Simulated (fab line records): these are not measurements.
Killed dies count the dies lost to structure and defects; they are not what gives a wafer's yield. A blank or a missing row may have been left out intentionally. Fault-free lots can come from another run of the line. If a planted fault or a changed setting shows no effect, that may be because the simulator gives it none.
Which tool is to blame?	flow gf180mcu	36 wafers from 12 lots sampled at 5 of the route's 602 steps

== WHAT THE GAUGES SHOWED, per wafer ==
GF_M4_OVL_MEAS_15.
lot	measured	on	M4_OVL (nm)
L972	day 23 18:32	overlay-02	6 5 4
L973	day 24 04:22	overlay-02	9 6 -3
L974	day 24 11:16	overlay-01	3 12 8
L975	day 24 19:28	overlay-02	6 6 4
L978	day 26 00:52	overlay-02	6 -10 3
L979	day 26 06:25	overlay-02	9 -2 -1
L985	day 28 17:16	overlay-01	13 -10 4
L986	day 29 01:26	overlay-01	12 2 6
L991	day 30 02:46	overlay-01	9 14 9
L992	day 30 08:28	overlay-02	12 16 1
L993	day 30 15:32	overlay-02	0 5 3
L994	day 30 23:10	overlay-01	2 17 7

GF_V4_THK_MEAS_01.
lot	measured	on	V4_CVD_00_THK (nm)
L972	day 23 19:20	film-metro-02	602 606 609
L973	day 24 05:08	film-metro-02	607 597 597
L974	day 24 12:03	film-metro-01	598 602 603
L975	day 24 20:24	film-metro-04	598 595 592
L978	day 26 01:38	film-metro-04	614 608 610
L979	day 26 07:19	film-metro-02	605 907 599
L985	day 28 18:12	film-metro-04	605 601 615
L986	day 29 02:17	film-metro-02	612 610 609
L991	day 30 03:32	film-metro-01	603 605 605
L992	day 30 09:14	film-metro-04	610 610 608
L993	day 30 16:29	film-metro-04	609 602 603
L994	day 30 23:56	film-metro-01	597 597 600

GF_V4_THK_MEAS_03.
lot	measured	on	V4_CVD_02_THK (nm)
L972	day 23 19:28	film-metro-01	853 844 857
L973	day 24 05:18	film-metro-04	842 856 837
L974	day 24 12:11	film-metro-02	833 832 839
L975	day 24 20:34	film-metro-02	839 861 843
L978	day 26 01:46	film-metro-01	838 847 867
L979	day 26 07:27	film-metro-01	847 854 858
L985	day 28 18:20	film-metro-02	849 868 851
L986	day 29 02:25	film-metro-04	833 845 856
L991	day 30 03:40	film-metro-02	835 840 860
L992	day 30 09:22	film-metro-02	823 838 849
L993	day 30 16:37	film-metro-02	832 842 842
L994	day 31 00:04	film-metro-01	839 838 845

== WHAT TOOL EACH LOT RAN ON (gives the tool, then ch and the chambers of the sampled wafers, and finally the start) ==
lot	GF_M4_STRIP_17	GF_V4_CVD_00
L972	plasma-asher-01 ch 0,1, day 23 18:41	hdpcvd-01 ch 1,2, day 23 19:16
L973	plasma-asher-04 ch 0,1, day 24 04:32	hdpcvd-01 ch 0,1,2, day 24 05:04
L974	plasma-asher-03 ch 0,1, day 24 11:26	hdpcvd-02 ch 1,2, day 24 11:58
L975	plasma-asher-01 ch 0,1, day 24 19:46	hdpcvd-01 ch 0,1, day 24 20:19
L978	plasma-asher-01 ch 0,1, day 26 01:02	hdpcvd-02 ch 0,2, day 26 01:34
L979	plasma-asher-03 ch 0,1, day 26 06:43	hdpcvd-01 ch 0,2, day 26 07:15
L985	plasma-asher-04 ch 0,1, day 28 17:34	hdpcvd-02 ch 0,1, day 28 18:07
L986	plasma-asher-01 ch 0,1, day 29 01:37	hdpcvd-02 ch 0,2, day 29 02:11
L991	plasma-asher-04 ch 0,1, day 30 02:56	hdpcvd-02 ch 0,2, day 30 03:28
L992	plasma-asher-04 ch 0,1, day 30 08:38	hdpcvd-02 ch 0,1, day 30 09:10
L993	plasma-asher-03 ch 0,1, day 30 15:52	hdpcvd-01 ch 0,1, day 30 16:24
L994	plasma-asher-04 ch 0,1, day 30 23:20	hdpcvd-01 ch 0,2, day 30 23:52
- GF_M4_STRIP_17: strips in O2/N2.
- GF_V4_CVD_00: deposits SiO2, target thk 600 nm, time 100 s.

== AS READ BY THE TOOLS THEMSELVES (means over the sampled wafers that have a number; for cases with no such wafer, the mark the record gives instead) ==
GF_M4_STRIP_17.
lot	tool	drypump-motor-current-A (A)	heater-power-w (W)	n2-flow-sccm (sccm)	oes-product-au (a.u.)	strip-time-to-endpoint-s (s)
L972	plasma-asher-01	5.1	362	299.2	0.546	7.54
L973	plasma-asher-04	5.9	326	300.5	0.545	7.53
L974	plasma-asher-03	5.6	317	301.0	0.537	7.52
L975	plasma-asher-01	5.0	367	299.5	0.545	7.55
L978	plasma-asher-01	5.1	360	299.9	0.545	7.57
L979	plasma-asher-03	5.6	318	299.8	0.538	7.51
L985	plasma-asher-04	5.9	324	300.0	0.544	7.48
L986	plasma-asher-01	5.1	361	299.6	0.547	7.53
L991	plasma-asher-04	6.2	326	299.6	0.540	7.43
L992	plasma-asher-04	6.2	324	300.9	0.544	7.47
L993	plasma-asher-03	5.6	314	300.0	0.546	7.57
L994	plasma-asher-04	5.9	321	299.8	0.539	7.47

GF_V4_CVD_00.
lot	tool	sih4-flow-sccm (sccm)
L972	hdpcvd-01	59.89
L973	hdpcvd-01	60.15
L974	hdpcvd-02	59.99
L975	hdpcvd-01	59.94
L978	hdpcvd-02	60.03
L979	hdpcvd-01	69.86
L985	hdpcvd-02	59.95
L986	hdpcvd-02	60.12
L991	hdpcvd-02	60.02
L992	hdpcvd-02	59.98
L993	hdpcvd-01	60.02
L994	hdpcvd-01	59.99

== THE ANSWER, worked out from the rows above alone ==
Rule: what is usual is taken from the lots themselves. The widest of any qualifying gaps counts: lots, ordered by their means at a reading, are off when they make up no more than a third of the lots, leave a main group of 4 or more, and stand apart from it by 3 or more times the standard deviation of that group's means. If all means in a main group match to the digits the tables above print for the reading, that group is not used. A lot without any number at a reading at which 4 lots or more have one is off too. The other lots that the step has rows for count as sound. Order of review: gauges by route order, followed by the tools' own readings, for which a lot's mean as printed above is used. The first step at which some lot is off is used, and at that step the reading that is off furthest; a lot without a number counts as furthest.
Off: L979, seen at GF_V4_THK_MEAS_01 (V4_CVD_00_THK). The main group: mean 604 nm, standard deviation 4.9.
A tool fits if, at a process step before that reading, it ran every lot that is off, and no sound lot after the first of them. The gauges at GF_V4_THK_MEAS_01 aren't tried: what is off there is off at GF_M4_STRIP_17 too, on other tools, and a gauge's error can't cause that. No candidate that was tried fits.

== WHAT THE SIMULATOR PUT IN ==
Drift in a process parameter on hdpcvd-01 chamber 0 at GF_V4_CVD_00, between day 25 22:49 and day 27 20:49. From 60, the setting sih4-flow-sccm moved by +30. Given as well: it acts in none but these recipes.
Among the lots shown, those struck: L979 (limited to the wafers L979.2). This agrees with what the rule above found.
